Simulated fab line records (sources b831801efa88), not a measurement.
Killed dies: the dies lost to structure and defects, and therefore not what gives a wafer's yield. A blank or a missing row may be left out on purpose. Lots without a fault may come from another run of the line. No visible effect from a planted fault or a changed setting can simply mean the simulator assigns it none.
Comparing a struck lot with a sound one    flow sky130    16 out of 708 route steps
Sound: wafers L113.1, L113.4, L113.6. Wafers L123.1, L123.3, L123.5 were the ones struck. The cause comes at the end.
Per side, at each step with rows, come the tool, then ch with its chambers, and then its first start. Under that, the readings that differ: sound wafers    struck wafers    difference of the means    sigmas: that difference in standard deviations of wafers without a fault.
alike: readings whose means differ by less than 2 such deviations, and words and numbers that are the same on both sides. not compared: withheld readings, readings that some wafer has no value for, bounds like >300 that may hide the same value, and numbers for which the record gives no deviation and whose values overlap.
A row with sigmas, a row that says differs or no value, or rows on one side alone: a step with any of these is where the two part. Numbers that don't overlap but have no deviation are shown without sigmas and don't part them. A reading that every wafer of one side lacks parts them only if that side has two wafers or more.

SKY_LDD_P_OVL_MEAS_08:
  struck on overlay-01, day 23 11:11; sound on overlay-01, day 19 05:09
  alike: LDD_P_OVL
then, 1 step without rows for these wafers: SKY_LDD_P_IMPLANT_09.
SKY_LDD_P_STRIP_10: strips in O2/N2.
  sound on plasma asher-04 ch 0,1, day 19 05:20; struck on plasma asher-04 ch 0,1, day 23 11:23
  alike: drypump motor current A, oes product au, strip time to endpoint s
  not compared: rf hours counter h
SKY_LDD_P_TW_MEAS_11:
  struck on film metro-01, day 23 11:29; sound on film metro-04, day 19 05:26
  alike: LDD_P_TW
then, 7 steps without rows for these wafers: SKY_LDD_HVN_DEHYDRATE_00 (time 60 s); SKY_LDD_HVN_HMDS_01 (prime time 60 s); SKY_LDD_HVN_COAT_02 (resist thk 300 nm); SKY_LDD_HVN_SOFTBAKE_03 (time 60 s); SKY_LDD_HVN_EXPOSE_04 (exposes mask HVNTM, target cd 700 nm); SKY_LDD_HVN_PEB_05; SKY_LDD_HVN_DEVELOP_06 (develop time 60 s).
SKY_LDD_HVN_OVL_MEAS_07:
  struck on overlay-01, day 24 16:56; sound on overlay-01, day 20 12:14
  alike: LDD_HVN_OVL
SKY_LDD_HVN_IMPLANT_08:
  sound on implanter-01 ch 0, day 20 12:17; struck on implanter-04 ch 0, day 24 16:58
reading                    sound                 struck                difference  sigmas
beam energy keV            60.017 60.014 60.023  74.342 74.363 74.367  +14.339     +99 or more
model.implant.rp nm (nm)   55.25 55.25 55.25     70.24 70.24 70.24     +14.99      
model.implant.drp nm (nm)  28.15 28.15 28.15     33.91 33.91 33.91     +5.76       
SKY_LDD_HVN_STRIP_09: strips in O2/N2.
  sound on plasma asher-02 ch 0,1, day 20 12:26; struck on plasma asher-03 ch 0,1, day 24 17:07
reading                      sound        struck       difference  sigmas
drypump motor current A (A)  5.6 5.7 5.7  6.5 6.5 6.0  +0.7        +2
  alike: oes product au, strip time to endpoint s
  not compared: rf hours counter h
SKY_LDD_HVN_TW_MEAS_10:
  struck on film metro-02, day 24 17:26; sound on film metro-02, day 20 12:32
reading     sound           struck          difference  sigmas
LDD_HVN_TW  1470 1464 1461  1554 1545 1559  +88         +8
  not compared: hold
-- record jumps: 24 days separate the struck wafers' starts on either side; left off in module LDD_HVN, taken up again in module PAD_OPEN, whose first shown step is the route's number 708 --
SKY_PAD_OPEN_PROBE_99:
  struck on prober-02, day 48 16:03; sound on prober-02, day 45 19:43
reading                                  sound                 struck                difference  sigmas
model.etest.tip_n_5v.rs ohm sq           1385 1391 1381        1253 1247 1259        -133        
model.etest.nfet g5v0d10v5.r on ohm um   1933 1936 1905        1874 1858 1848        -65         
model.etest.nfet g5v0d10v5.drive ua um   599.9 596.2 599.2     633.8 625.9 628.6     +31.0       
model.etest.ring_5v.delay ps             45.2 45.96 45.32      44.36 44.53 44.71     -0.96       
model.etest.nfet g5v0d10v5.vt sat v (V)  0.7656 0.7758 0.7688  0.7053 0.7273 0.7188  -0.0529     
model.etest.nfet g5v0d10v5.vt v (V)      0.8211 0.8318 0.8236  0.776 0.7989 0.7893   -0.037      
  alike: killed_at_M0_to_M3, killed_at_M4_up, killed at contacts, killed at front end, killed at other, killed dies, killed open, killed short

## WHERE THEY PART
First at SKY_LDD_HVN_IMPLANT_08; last, within this record, at SKY_LDD_HVN_TW_MEAS_10. Later steps at which nothing parts them and some readings are alike: SKY_PAD_OPEN_PROBE_99.

WHY: the cause the simulator had injected
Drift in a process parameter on implanter-04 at SKY_LDD_HVN_IMPLANT_08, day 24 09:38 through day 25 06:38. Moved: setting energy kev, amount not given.
